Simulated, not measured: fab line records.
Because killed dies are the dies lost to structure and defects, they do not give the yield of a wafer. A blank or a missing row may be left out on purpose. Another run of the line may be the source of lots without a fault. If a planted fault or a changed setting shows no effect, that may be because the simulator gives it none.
Matching of chambers || flow sky130 || SKY_VIA3_ETCH_15 on rie_diel-04 has 4 sister chambers
The step etches SiO2 in C4F8/O2/Ar, stops on TiN, target depth 507 nm, time 78 s. 18 wafers are shown with their chamber, then 9 later ones without.

== WAFERS PAIRED WITH THEIR CHAMBERS ==
{"wafer": "L464.2", "chamber": 0, "chamber_pressure_mTorr (mTorr)": 39.93, "oes_product_au (a.u.)": 0.947}
{"wafer": "L464.3", "chamber": 3, "chamber_pressure_mTorr (mTorr)": 40.02, "oes_product_au (a.u.)": 0.949}
{"wafer": "L464.6", "chamber": 2, "chamber_pressure_mTorr (mTorr)": 39.93, "oes_product_au (a.u.)": 0.947}
{"wafer": "L466.1", "chamber": 1, "chamber_pressure_mTorr (mTorr)": 39.96, "oes_product_au (a.u.)": 0.939}
{"wafer": "L466.2", "chamber": 0, "chamber_pressure_mTorr (mTorr)": 40.03, "oes_product_au (a.u.)": 0.944}
{"wafer": "L466.6", "chamber": 3, "chamber_pressure_mTorr (mTorr)": 40.06, "oes_product_au (a.u.)": 0.937}
{"wafer": "L469.3", "chamber": 1, "chamber_pressure_mTorr (mTorr)": 40.04, "oes_product_au (a.u.)": 0.947}
{"wafer": "L469.4", "chamber": 2, "chamber_pressure_mTorr (mTorr)": 39.98, "oes_product_au (a.u.)": 0.950}
{"wafer": "L469.6", "chamber": 0, "chamber_pressure_mTorr (mTorr)": 39.98, "oes_product_au (a.u.)": 0.955}
{"wafer": "L470.1", "chamber": 1, "chamber_pressure_mTorr (mTorr)": 40.03, "oes_product_au (a.u.)": 0.938}
{"wafer": "L470.5", "chamber": 3, "chamber_pressure_mTorr (mTorr)": 40.02, "oes_product_au (a.u.)": 0.951}
{"wafer": "L470.6", "chamber": 2, "chamber_pressure_mTorr (mTorr)": 39.94, "oes_product_au (a.u.)": 0.952}
{"wafer": "L473.1", "chamber": 3, "chamber_pressure_mTorr (mTorr)": 39.97, "oes_product_au (a.u.)": 0.944}
{"wafer": "L473.2", "chamber": 1, "chamber_pressure_mTorr (mTorr)": 40.04, "oes_product_au (a.u.)": 0.948}
{"wafer": "L473.6", "chamber": 1, "chamber_pressure_mTorr (mTorr)": 40.00, "oes_product_au (a.u.)": 0.943}
{"wafer": "L474.3", "chamber": 0, "chamber_pressure_mTorr (mTorr)": 39.99, "oes_product_au (a.u.)": 0.938}
{"wafer": "L474.5", "chamber": 0, "chamber_pressure_mTorr (mTorr)": 39.98, "oes_product_au (a.u.)": 0.952}
{"wafer": "L474.6", "chamber": 2, "chamber_pressure_mTorr (mTorr)": 40.00, "oes_product_au (a.u.)": 0.945}

SIGNATURES (means of the wafers above)
{"reading": "chamber_pressure_mTorr", "chamber 0": 39.9820, "chamber 1": 40.0140, "chamber 2": 39.9625, "chamber 3": 40.0175, "scatter within a chamber": 0.035}
{"reading": "oes_product_au", "chamber 0": 0.94720, "chamber 1": 0.94300, "chamber 2": 0.94850, "chamber 3": 0.94525, "scatter within a chamber": 0.00539}
Rule: for a wafer and a chamber, the distance is found by dividing, reading by reading, the gap between the wafer's reading and the chamber's mean by the reading's scatter, squaring, summing and taking the root. The wafer belongs to the nearest chamber; if the next one is less than 2 further off, it can't be placed. The scatter: the root of (the sum of the squares of (reading less its chamber's mean) over the shown wafers, divided by (wafers less chambers)).

== WAFERS WITH NO CHAMBER GIVEN ==
{"wafer": "L475.2", "chamber_pressure_mTorr (mTorr)": 39.91, "oes_product_au (a.u.)": 0.937}
{"wafer": "L475.4", "chamber_pressure_mTorr (mTorr)": 39.99, "oes_product_au (a.u.)": 0.947}
{"wafer": "L475.5", "chamber_pressure_mTorr (mTorr)": 39.99, "oes_product_au (a.u.)": 0.939}
{"wafer": "L476.3", "chamber_pressure_mTorr (mTorr)": 40.00, "oes_product_au (a.u.)": 0.939}
{"wafer": "L476.4", "chamber_pressure_mTorr (mTorr)": 40.03, "oes_product_au (a.u.)": 0.943}
{"wafer": "L476.6", "chamber_pressure_mTorr (mTorr)": 39.98, "oes_product_au (a.u.)": 0.943}
{"wafer": "L484.2", "chamber_pressure_mTorr (mTorr)": 40.06, "oes_product_au (a.u.)": 0.944}
{"wafer": "L484.5", "chamber_pressure_mTorr (mTorr)": 39.99, "oes_product_au (a.u.)": 0.949}
{"wafer": "L484.6", "chamber_pressure_mTorr (mTorr)": 39.97, "oes_product_au (a.u.)": 0.956}

== WHICH CHAMBER EACH ONE RAN IN ==
{"wafer": "L475.2", "from the rows above": "can't be placed: 2 or 0 or 1 or 3", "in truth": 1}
{"wafer": "L475.4", "from the rows above": "can't be placed: 0 or 2 or 3 or 1", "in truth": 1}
{"wafer": "L475.5", "from the rows above": "can't be placed: 1 or 3 or 0 or 2", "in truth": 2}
{"wafer": "L476.3", "from the rows above": "can't be placed: 1 or 3 or 0 or 2", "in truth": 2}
{"wafer": "L476.4", "from the rows above": "can't be placed: 1 or 3 or 0 or 2", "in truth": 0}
{"wafer": "L476.6", "from the rows above": "can't be placed: 0 or 1 or 2 or 3", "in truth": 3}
{"wafer": "L484.2", "from the rows above": "can't be placed: 3 or 1 or 0 or 2", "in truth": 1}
{"wafer": "L484.5", "from the rows above": "can't be placed: 0 or 2 or 3 or 1", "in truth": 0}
{"wafer": "L484.6", "from the rows above": "can't be placed: 2 or 0 or 3 or 1", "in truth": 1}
Placed correctly: 0 of 9. These rows do not allow placing 9 (true chamber among the candidates in 9). Wrongly placed: 0.
